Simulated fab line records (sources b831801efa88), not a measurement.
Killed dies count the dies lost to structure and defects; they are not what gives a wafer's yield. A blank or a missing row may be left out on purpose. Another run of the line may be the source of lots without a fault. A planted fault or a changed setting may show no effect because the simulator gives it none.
A struck lot beside a sound one -- flow sky130 -- 15 out of 708 route steps
Sound: wafers L411.2, L411.3, L411.5. Struck: wafers L424.3, L424.5, L424.6. Last of all comes the cause.
At each step with rows: each side's tool, then ch and its chambers, then its first start. Under that, the readings that differ: sound wafers -- struck wafers -- difference of the means -- sigmas: that difference in standard deviations of wafers without a fault.
alike: same words and numbers on both sides, and readings whose means sit less than 2 such deviations apart. not compared: any withheld reading, any reading some wafer has no value for, any bound like >300 that may hide the same value, and any number with overlapping values for which the record gives no deviation.
Wherever a step has rows on one side only, a row that says differs or no value, or a row with sigmas, the two part there. Numbers that have no deviation but don't overlap get no sigmas and don't part them. A reading missing from all wafers of one side parts the sides only when that side holds two or more wafers.

first, 8 steps without rows for these wafers: SKY_POLY_GATE_DEHYDRATE_05 (time 60 s); SKY_POLY_GATE_HMDS_06 (prime time 60 s); SKY_POLY_GATE_COAT_07 (resist thk 110 nm); SKY_POLY_GATE_COAT_08 (resist thk 450 nm); SKY_POLY_GATE_SOFTBAKE_09 (time 90 s); SKY_POLY_GATE_EXPOSE_10 (exposes mask P1M, target cd 150 nm); SKY_POLY_GATE_PEB_11; SKY_POLY_GATE_DEVELOP_12 (develop time 60 s).
SKY_POLY_GATE_CD_MEAS_13: the cd target is 150 nm.
  sound on cd-sem-01 at day 17 17:35; struck on cd-sem-02 at day 22 03:07
  alike: cd-nm
SKY_POLY_GATE_OVL_MEAS_14:
  sound on overlay-01 at day 17 17:42; struck on overlay-02 at day 22 03:13
  alike: POLY_GATE_OVL
SKY_POLY_GATE_ETCH_15: etches BARC in N2/H2, stops on SiO2, time 118.5 s, target depth 110 nm.
  sound on rie-diel-04 ch 1,3, day 17 17:44; struck on rie-diel-04 ch 0,1, day 22 03:14
  alike: drypump-motor-current-A, oes-product-au, rf-fwd-power-W, throttle-valve-pct
  not compared: rf-hours-counter-h
SKY_POLY_GATE_ETCH_16: etches Si3N4 in CH3F/O2, stops on poly-Si, time 147.5 s, target depth 75 nm.
  sound on rie-diel-04 ch 1,3, day 17 17:49; struck on rie-diel-04 ch 0,1, day 22 03:19
  alike: drypump-motor-current-A, oes-product-au, rf-fwd-power-W, throttle-valve-pct
  not compared: rf-hours-counter-h
SKY_POLY_GATE_ETCH_17: etches poly-Si in HBr/Cl2, stops on SiO2, target depth 180 nm, time 70.5 s.
  sound on rie-si-02 ch 0,2,3, day 17 17:55; struck on rie-si-02 ch 1,2, day 22 03:25
reading,sound,struck,difference,sigmas
rf-fwd-power-W (W),395.6 399.6 395.1,461.9 463.6 460.3,+65.2,+38
model.KrF-thick_of_POLY_GATE_COAT_08.thk-nm (nm),149 143 144.8,136.1 135 135.6,-10.0,
model.POLY_GATE.feature-depth-nm (nm),175.7 177 175.2,178.2 177.4 177.9,+1.9,
model.etch.depth-nm (nm),175.7 177 175.2,178 177.2 177.7,+2,
  alike: drypump-motor-current-A, oes-product-au, throttle-valve-pct
  not compared: rf-hours-counter-h
SKY_POLY_GATE_STRIP_18: strips in O2/N2.
  sound on plasma-asher-03 ch 0,1, day 17 17:58; struck on plasma-asher-03 ch 0,1, day 22 03:31
reading,sound,struck,difference,sigmas
strip-time-to-endpoint-s (s),3.26 3.21 3.22,3.14 3.12 3.12,-0.10,-3
  alike: drypump-motor-current-A, oes-product-au
  not compared: rf-hours-counter-h
SKY_PAD_OPEN_PROBE_99:
  rows exist in the record for the sound wafers here (prober-01, day 46 17:36), none for the struck ones

## WHERE THEY PART
At SKY_POLY_GATE_ETCH_17 first; at SKY_PAD_OPEN_PROBE_99 last (within this record only).

WHY: what had been put in by the simulator
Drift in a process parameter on rie-si-02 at SKY_POLY_GATE_ETCH_17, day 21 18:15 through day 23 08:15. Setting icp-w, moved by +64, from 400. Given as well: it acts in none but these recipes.
